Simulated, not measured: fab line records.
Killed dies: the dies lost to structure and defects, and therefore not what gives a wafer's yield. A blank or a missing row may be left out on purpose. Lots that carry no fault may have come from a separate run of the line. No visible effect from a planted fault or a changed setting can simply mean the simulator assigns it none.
Which tool did it? / flow sky130 / 33 wafers from 11 lots sampled at 3 of the route's 708 steps

## WHAT THE GAUGES SHOWED, per wafer
SKY_VIA3_THK_MEAS_23: measures by xrf.
lot=L385; measured=day 39 06:13; on=film-metro-04; VIA3_W_THK (nm)=400 394 402
lot=L386; measured=day 39 09:25; on=film-metro-01; VIA3_W_THK (nm)=399 402 400
lot=L387; measured=day 39 19:22; on=film-metro-02; VIA3_W_THK (nm)=396 407 405
lot=L389; measured=day 40 09:03; on=film-metro-01; VIA3_W_THK (nm)=405 409 400
lot=L391; measured=day 41 10:22; on=film-metro-02; VIA3_W_THK (nm)=401 405 395
lot=L395; measured=day 42 17:29; on=film-metro-02; VIA3_W_THK (nm)=391 392 397
lot=L397; measured=day 42 22:36; on=film-metro-01; VIA3_W_THK (nm)=394 395 386
lot=L400; measured=day 43 20:58; on=film-metro-02; VIA3_W_THK (nm)=410 410 410
lot=L402; measured=day 44 08:07; on=film-metro-01; VIA3_W_THK (nm)=405 412 406
lot=L404; measured=day 46 08:47; on=film-metro-02; VIA3_W_THK (nm)=396 385 393
lot=L405; measured=day 46 11:17; on=film-metro-04; VIA3_W_THK (nm)=395 393 385

SKY_CAP2M_OVL_MEAS_12.
lot=L385; measured=day 40 08:07; on=overlay-02; CAP2M_OVL (nm)=-0.2 -1.3 1.4
lot=L386; measured=day 40 10:44; on=overlay-02; CAP2M_OVL (nm)=0.9 1.2 -1.5
lot=L387; measured=day 40 19:34; on=overlay-02; CAP2M_OVL (nm)=-2.8 -1.1 -1.2
lot=L389; measured=day 41 10:35; on=overlay-01; CAP2M_OVL (nm)=-3.2 -0.8 -1.9
lot=L391; measured=day 42 11:01; on=overlay-02; CAP2M_OVL (nm)=0.0 0.0 -0.1
lot=L395; measured=day 43 17:22; on=overlay-02; CAP2M_OVL (nm)=1.6 -2.2 0.5
lot=L397; measured=day 43 22:13; on=overlay-01; CAP2M_OVL (nm)=-2.1 -1.0 -1.6
lot=L400; measured=day 44 18:34; on=overlay-01; CAP2M_OVL (nm)=-2.0 -0.9 1.1
lot=L402; measured=day 45 07:04; on=overlay-02; CAP2M_OVL (nm)=-3.0 -3.5 -1.3
lot=L404; measured=day 47 05:13; on=overlay-01; CAP2M_OVL (nm)=-3.0 -2.2 -0.3
lot=L405; measured=day 47 07:28; on=overlay-01; CAP2M_OVL (nm)=1.0 -0.8 -3.4

## TOOL THAT RAN EACH LOT (tool first, then ch and the chambers of the sampled wafers, then the start)
lot=L385; SKY_METAL4_SPUTTER_03=pvd-sputter-01, day 39 06:39
lot=L386; SKY_METAL4_SPUTTER_03=pvd-sputter-03, day 39 09:50
lot=L387; SKY_METAL4_SPUTTER_03=pvd-sputter-01, day 39 19:48
lot=L389; SKY_METAL4_SPUTTER_03=pvd-sputter-04, day 40 09:53
lot=L391; SKY_METAL4_SPUTTER_03=pvd-sputter-01, day 41 10:49
lot=L395; SKY_METAL4_SPUTTER_03=pvd-sputter-03, day 42 17:56
lot=L397; SKY_METAL4_SPUTTER_03=pvd-sputter-03, day 42 23:02
lot=L400; SKY_METAL4_SPUTTER_03=pvd-sputter-01, day 43 21:25
lot=L402; SKY_METAL4_SPUTTER_03=pvd-sputter-04, day 44 09:23
lot=L404; SKY_METAL4_SPUTTER_03=pvd-sputter-01, day 46 09:16
lot=L405; SKY_METAL4_SPUTTER_03=pvd-sputter-03, day 46 11:44
- SKY_METAL4_SPUTTER_03: material Ti, target thk 5 nm, time 3.3 s.

## WHAT THE TOOLS THEMSELVES READ (means of the sampled wafers that have a number; where no wafer has one, the mark that the record gives instead)
SKY_METAL4_SPUTTER_03.
lot=L385; tool=pvd-sputter-01; chamber-pressure-pa (Pa)=0.3999; throttle-valve-pct (%)=30.7
lot=L386; tool=pvd-sputter-03; chamber-pressure-pa (Pa)=0.4002; throttle-valve-pct (%)=30.1
lot=L387; tool=pvd-sputter-01; chamber-pressure-pa (Pa)=0.4003; throttle-valve-pct (%)=30.9
lot=L389; tool=pvd-sputter-04; chamber-pressure-pa (Pa)=0.4003; throttle-valve-pct (%)=30.7
lot=L391; tool=pvd-sputter-01; chamber-pressure-pa (Pa)=0.4007; throttle-valve-pct (%)=30.8
lot=L395; tool=pvd-sputter-03; chamber-pressure-pa (Pa)=0.3997; throttle-valve-pct (%)=30.0
lot=L397; tool=pvd-sputter-03; chamber-pressure-pa (Pa)=0.4002; throttle-valve-pct (%)=30.1
lot=L400; tool=pvd-sputter-01; chamber-pressure-pa (Pa)=0.4003; throttle-valve-pct (%)=30.8
lot=L402; tool=pvd-sputter-04; chamber-pressure-pa (Pa)=0.3994; throttle-valve-pct (%)=31.4
lot=L404; tool=pvd-sputter-01; chamber-pressure-pa (Pa)=0.3984; throttle-valve-pct (%)=31.1
lot=L405; tool=pvd-sputter-03; chamber-pressure-pa (Pa)=0.3994; throttle-valve-pct (%)=30.0

## THE ANSWER, worked out from the rows above alone
Rule: usual is defined by the lots themselves. The widest of any qualifying gaps counts: lots, ordered by their means at a reading, are off when they make up no more than a third of the lots, leave a main group of 4 or more, and stand apart from it by 3 or more times the standard deviation of that group's means. The tables above print the reading to a certain number of digits; a main group whose means all agree to those digits is not used. A lot without any number at a reading at which 4 lots or more have one is off too. The other lots that the step has rows for count as sound. After the gauges, taken in route order, come the tools' own readings; for these a lot's mean is taken, as printed above. The first step at which some lot is off is used, and at that step the reading that is off furthest; a lot without a number counts as furthest.
Across all readings shown, no lot is off: no conclusion can be drawn from this.

## WHAT THE SIMULATOR PUT IN
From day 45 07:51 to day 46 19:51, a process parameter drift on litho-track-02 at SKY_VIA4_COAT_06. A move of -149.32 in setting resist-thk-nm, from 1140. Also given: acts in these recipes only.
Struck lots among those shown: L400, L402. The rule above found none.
